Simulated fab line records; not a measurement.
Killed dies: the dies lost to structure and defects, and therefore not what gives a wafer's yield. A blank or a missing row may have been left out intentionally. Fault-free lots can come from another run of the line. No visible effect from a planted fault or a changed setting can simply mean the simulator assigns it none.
Comparing a struck lot with a sound one | flow sfqLine | 14 steps out of a route of 325
Sound: the wafers L775.1, L775.3, L775.6. Struck: wafer L789.1 (left out: L789.4, L789.5 of the same lot, which were not struck); the cause appears at the end.
Order at every step that has rows: each side's tool, ch and its chambers, its first start. Under that, the readings that differ: sound wafers | struck wafers | difference of the means | sigmas: that difference in standard deviations of wafers without a fault.
alike: same words and numbers on both sides, and readings whose means sit less than 2 such deviations apart. not compared: any withheld reading, any reading some wafer has no value for, any bound like >300 that may hide the same value, and any number with overlapping values for which the record gives no deviation.
The two part at a step that has a row with sigmas, a row that says differs or no value, or rows on one side only. Numbers that have no deviation but don't overlap get no sigmas and don't part them. A reading missing from all wafers of one side parts the sides only when that side holds two or more wafers.

first, 4 steps without rows for these wafers: SFQ_TRILAYER_M5_LITHO_SOFTBAKE_127; SFQ_TRILAYER_M5_LITHO_EXPOSE_124 (exposes mask M5, target cd 700 nm); SFQ_TRILAYER_M5_LITHO_PEB_126 (peb time 60 s); SFQ_TRILAYER_M5_LITHO_DEVELOP_125 (time 60 s).
SFQ_M5_OVL_MEAS_932:
  sound: overlay-02 at day 50 07:33; struck: overlay-01 at day 64 01:48
  alike: M5_OVL
SFQ_TRILAYER_M5_BARC_OPEN_METAL_ETCH_161: etches BARC in O2, target depth 125 nm, time 41.7 s.
  sound on rieMetal-04 ch 0,1, day 50 07:35; struck on rieMetal-04 ch 1, day 64 01:50
  alike: drypumpMotorCurrentA, oesProductAu, rfFwdPowerW
  not compared: rfHoursCounterH
SFQ_TRILAYER_M5_ETCH_METAL_ETCH_126: etches Nb in Cl2/BCl3, stops on SiO2, time 203.2 s, target depth 265 nm.
  sound on rieMetal-04 ch 0,1, day 50 07:39; struck on rieMetal-04 ch 1, day 64 01:53
  alike: drypumpMotorCurrentA, oesProductAu, rfFwdPowerW
  not compared: rfHoursCounterH
then, 2 steps without rows for these wafers: SFQ_TRILAYER_M5_STRIP_STRIP_127 (strips in O2); SFQ_TRILAYER_M5_STRIP_SOLV_CLEAN_128 (cleans in NMP, time 600 s).
SFQ_TRILAYER_A5B_DEP_PECVD_129: deposits SiO2 from SiH4/N2O, time 133.33 s, target thk 600 nm.
  sound on pecvd-02 ch 1,2, day 50 08:37; struck on pecvd-01 ch 0, day 64 03:02
  alike: heaterPowerW, rfFwdPowerW, throttleValvePct
then, 1 step without rows for these wafers: SFQ_TRILAYER_A5B_CMP_CMP_130 (polishes, stops on Nb, target thk 340.7 nm).
SFQ_TRILAYER_A5B_METRO_MEASURE_131:
  sound: filmMetro-01 at day 50 12:19; struck: filmMetro-02 at day 64 21:04
reading    | sound       | struck | difference | sigmas
thkNm (nm) | 343 354 343 | 331    | -16        | -3
SFQ_TRILAYER_R5_DEP_SPUTTER_132: material Ti, target thk 5 nm, time 5 s.
  sound: pvdSputter-06 at day 50 13:31; struck: pvdSputter-06 at day 64 22:16
reading                                            | sound                | struck | difference | sigmas
cathodeDcPowerW (W)                                | 1999.5 2000.4 1999.9 | 1591.1 | -408.8     | -99 or more
model.Ti_of_TRILAYER_R5_DEP_SPUTTER_132.thkNm (nm) | 4.742 4.852 4.724    | 4.143  | -0.630     | 
  alike: throttleValvePct
SFQ_TRILAYER_R5_DEP_SPUTTER_133: material MoNx, target thk 40 nm, time 66.7 s.
  sound: pvdSputter-06 at day 50 13:32; struck: pvdSputter-06 at day 64 22:17
  alike: cathodeDcPowerW, throttleValvePct

WHERE THEY PART
Last at SFQ_TRILAYER_R5_DEP_SPUTTER_132 as far as this record goes, first at SFQ_TRILAYER_A5B_METRO_MEASURE_131. Later steps at which nothing parts them and some readings are alike: SFQ_TRILAYER_R5_DEP_SPUTTER_133.

WHY: what the simulator had put in
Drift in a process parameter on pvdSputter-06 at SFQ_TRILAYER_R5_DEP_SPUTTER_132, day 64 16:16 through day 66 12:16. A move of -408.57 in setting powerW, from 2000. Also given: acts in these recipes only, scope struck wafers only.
